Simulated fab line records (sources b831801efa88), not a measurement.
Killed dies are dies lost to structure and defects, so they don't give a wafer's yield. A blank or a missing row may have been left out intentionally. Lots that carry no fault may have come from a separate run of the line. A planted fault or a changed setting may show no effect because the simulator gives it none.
Problem report in the 8D (eight disciplines) form, filled by code :: flow sky130 :: the parts of the form that need people (team, actions taken, sign-off) are left out

## 1. WHAT IS WRONG
At SKY_VT_ADJUST_HVTP_DEVELOP_06, developer_temp_C averages 25.22 C over 6 wafers from 2 lots, while fault-free wafers read 22.99 C, standard deviation 0.11. Measured from the usual mean, that is +20 standard deviations.
The step: develop time 60 s.
Earliest sighting: wafer L811.2 on litho_track-02 at day 9 08:52. Wafers with a number at this step in the record: 18, from 6 lots. Rule for "out", or "out of limits": more than 4 standard deviations from the usual mean. The other wafers with a number count as sound.

## 2. WHAT IT IS, AND WHAT IT ISN'T
question: which readings at this step
is: developer_temp_C
is not: exhaust_pa

question: which lots
is: L811, L812
is not: L798, L804, L815, L818

question: which wafers of those lots
is: all that have a number
is not: -

question: read on which tools
is: litho_track-02
is not: litho_track-01, litho_track-03

question: when
is: from day 9 08:52
is not: up to then (6 sound wafers); but 6 sound wafers of L815, L818 came after

## 3. WHAT RULES OUT EACH SUSPECT
Counting: a tool at any process step up to the reading remains a suspect when it ran all the lots that are out and ran no sound lot after the first of those.
- litho_track-02 at SKY_VT_ADJUST_HVTP_DEVELOP_06 (develop time 60 s): kept. All lots that are out passed through it, beginning with L811 at day 9 08:52, and no sound lot followed; its final sound lot before that point was L804 at day 7 13:58. Its own developer_temp_C readings are out on those wafers.
Remaining after the count: litho_track-02 at SKY_VT_ADJUST_HVTP_DEVELOP_06.

## 4. THE CAUSE (what the simulator had put in)
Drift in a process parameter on litho_track-02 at SKY_VT_ADJUST_HVTP_DEVELOP_06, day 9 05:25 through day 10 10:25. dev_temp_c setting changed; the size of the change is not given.
The count eliminated every tool but this one.

## 5. SEQUENCE OF EFFECTS, ordered by route
Rows list readings where the struck wafers' mean (over those with a number) sits beyond 3 standard deviations from the usual. Only readings for which the record gives a usual standard deviation are gone through. hours: the time from each lot's start at the first step in this table that gives one to its start at this step, as a median over the lots. sigmas: the change in usual standard deviations.
hours: 0
step: SKY_VT_ADJUST_HVTP_DEVELOP_06
reading: developer_temp_C
usual: 22.99 C
on struck wafers: 25.22
change: +2.23
sigmas: +20
Process steps it contains:
- SKY_VT_ADJUST_HVTP_DEVELOP_06: develop time 60 s.
At these later measuring or inspecting steps, every struck wafer for which the step has a row has a number for every such reading, and none has moved that far: SKY_VT_ADJUST_HVTP_CD_MEAS_07.

## 6. HOW IT WOULD HAVE BEEN CAUGHT EARLIER
In this record no reading fell out of limits until day 9 08:52, 3 hours after the fault had begun at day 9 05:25.
